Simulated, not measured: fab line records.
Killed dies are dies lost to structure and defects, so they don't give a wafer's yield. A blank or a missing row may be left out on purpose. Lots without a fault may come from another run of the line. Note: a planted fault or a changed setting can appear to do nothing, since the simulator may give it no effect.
Split-lot experiment	flow sky130	18 wafers read across 5 lots, on a route 708 steps long

## ON THE SPLIT
At SKY_METAL4_METAL_ETCH_18 (etches the open film in Cl2/BCl3, stops on SiO2, target depth 845 nm, time 183.1 s), the setting bias_w was moved away from the recipe's 48.5 W on 7 of the 18 wafers read, by -11.2% to -5.8%. This setting was run at the recipe's value on the other wafers.

The reading comes from the split's own step.

## THE READING
KrF-thick_of_METAL4_COAT_08.thk_nm (the simulator's own value, which no gauge read), in nm, at SKY_METAL4_METAL_ETCH_18 (etches the open film in Cl2/BCl3, stops on SiO2, target depth 845 nm, time 183.1 s). There is no usual value for it anywhere in the file. Across the 11 wafers here that went through the recipe, the average is 529.0 nm and the standard deviation 6.1 nm.

wafer	tool, chamber at the split	bias_w as run, W	against the recipe	KrF-thick_of_METAL4_COAT_08.thk_nm, nm	against lot-mates on the recipe
L074.2	rie_metal-01, 1	48.5	recipe	541.4	-
L074.5	rie_metal-01, 1	45.7	-5.8%	552.8	+11.4
L074.6	rie_metal-01, 0	45.7	-5.8%	549.7	+8.3
L075.1	rie_metal-02, 0	48.5	recipe	529.4	-
L075.3	rie_metal-02, 0	48.5	recipe	527.9	-
L075.4	rie_metal-02, 0	48.5	recipe	536.8	-
L075.5	rie_metal-02, 0	48.5	recipe	534.7	-
L075.6	rie_metal-02, 0	48.5	recipe	530.3	-
L076.1	rie_metal-01, 0	48.5	recipe	524.3	-
L076.2	rie_metal-01, 1	48.5	recipe	523.6	-
L076.5	rie_metal-01, 1	48.5	recipe	525.2	-
L083.2	rie_metal-02, 1	43.06	-11.2%	545.5	no lot-mate on the recipe
L083.3	rie_metal-02, 0	43.06	-11.2%	544.3	no lot-mate on the recipe
L085.1	rie_metal-02, 0	48.5	recipe	520.2	-
L085.2	rie_metal-02, 1	44.41	-8.4%	541.3	+18.4
L085.3	rie_metal-02, 1	44.41	-8.4%	543.7	+20.9
L085.4	rie_metal-02, 0	44.41	-8.4%	540.7	+17.9
L085.6	rie_metal-02, 0	48.5	recipe	525.5	-

THE FIT
A straight line over all 18 wafers: KrF-thick_of_METAL4_COAT_08.thk_nm changes by -1.67 nm for each +1% of bias_w; r = -0.75; the points scatter about the line by 6.8 nm.
The same after taking each lot's own level away (the mean of its wafers on the recipe; 16 wafers): -2.15 nm for each +1%; r = -0.95; scatter 2.6 nm.
On that fit, the largest move of bias_w shifts the reading by 24 nm.
Measured against the standard deviation above, the lots' own levels, which go from 522.85 to 541.40 nm, span 3.1 times it.
So the lot-to-lot level blurs the effect unless lot-mates are compared.
Check: for one of the wafers moved furthest among these (-8.4%), held out of the fit, the line's prediction against its lot-mates is +17.8 nm. Against them it came out at +18.4 nm.

## FURTHER SPLITS ON THESE WAFERS
Before the reading, these wafers also passed through other splits. Each is held against what the fit with the lots' levels taken away leaves over:
other split on the same wafers	wafers away from the commonest value	r with KrF-thick_of_METAL4_COAT_08.thk_nm (lot level and that fit taken away)
SKY_CAPM_EXPOSE_09 dose_mj	4	+0.51
SKY_METAL3_COAT_08 spin_rpm	8	+0.05
SKY_METAL3_SOFTBAKE_09 temp_c	6	+0.16
SKY_METAL3_ETCH_17 bias_w	8	+0.03
SKY_METAL4_SPUTTER_01 time_s	2	-0.40
SKY_CAP2M_EXPOSE_09 dose_mj	9	-0.07

## THE WHOLE CHAIN: every reading that the file lists as answering this split, in the file's order
step	what it does	reading	change (the file's fit)	r (the file's)
SKY_METAL4_METAL_ETCH_18	etches the open film in Cl2/BCl3, stops on SiO2, target depth 845 nm, time 183.1 s	KrF-thick_of_METAL4_COAT_08.thk_nm (the simulator's own value, which no gauge read)	-2.14 nm for each +1% of the setting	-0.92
SKY_METAL4_STRIP_19	strips in O2/N2	strip_time_to_endpoint_s	withheld for each +1% of the setting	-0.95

## FILE'S OWN FIT
KrF-thick_of_METAL4_COAT_08.thk_nm changes by -2.14 nm for each +1% of bias_w, r = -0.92.
